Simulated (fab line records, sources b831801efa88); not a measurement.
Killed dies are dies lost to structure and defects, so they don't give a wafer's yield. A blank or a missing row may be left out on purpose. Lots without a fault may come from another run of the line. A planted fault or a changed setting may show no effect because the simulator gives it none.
Chamber matching | flow gf180mcu | GF_PASSIVATION_CVD_02 on pecvd-01: 3 sister chambers
The step deposits Si3N4, target thk 700 nm, time 486.18 s. 3 wafers are shown with their chamber, then 8 later ones without.

WAFERS WITH THEIR CHAMBER
wafer  | chamber | heater_power_w (W)
L091.1 | 1       | 626
L091.6 | 0       | 616
L094.3 | 2       | 740

WAFERS WITHOUT THEIR CHAMBER
wafer  | heater_power_w (W)
L094.4 | 608
L094.6 | 590
L095.2 | 647
L095.5 | 685
L095.6 | 727
L096.1 | 541
L096.3 | 637
L096.5 | 570

WHICH CHAMBER EACH WENT THROUGH
wafer  | from the rows above          | in truth
L094.4 | can't be placed: 0 or 1      | 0
L094.6 | can't be placed: 0 or 1      | 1
L095.2 | can't be placed: 1 or 0 or 2 | 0
L095.5 | can't be placed: 2 or 1 or 0 | 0
L095.6 | 2                            | 2
L096.1 | can't be placed: 0 or 1      | 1
L096.3 | can't be placed: 1 or 0      | 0
L096.5 | can't be placed: 0 or 1      | 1
Placed correctly: 1 of 8. Can't be placed from these rows: 7 (the true chamber is among the candidates in 7). Placed wrongly: 0.
How it was worked out, from the rows above alone: a wafer's distance from a chamber is the root of the sum, over the readings, of the square of ((its reading less the chamber's mean) divided by the reading's scatter). The wafer belongs to the nearest chamber; if the next one is less than 2 further off, it can't be placed. A chamber's mean is the mean of its shown wafers. The scatter: with one shown wafer a chamber, the root of the mean of the squares of how far each hidden wafer lies from its nearest shown one.
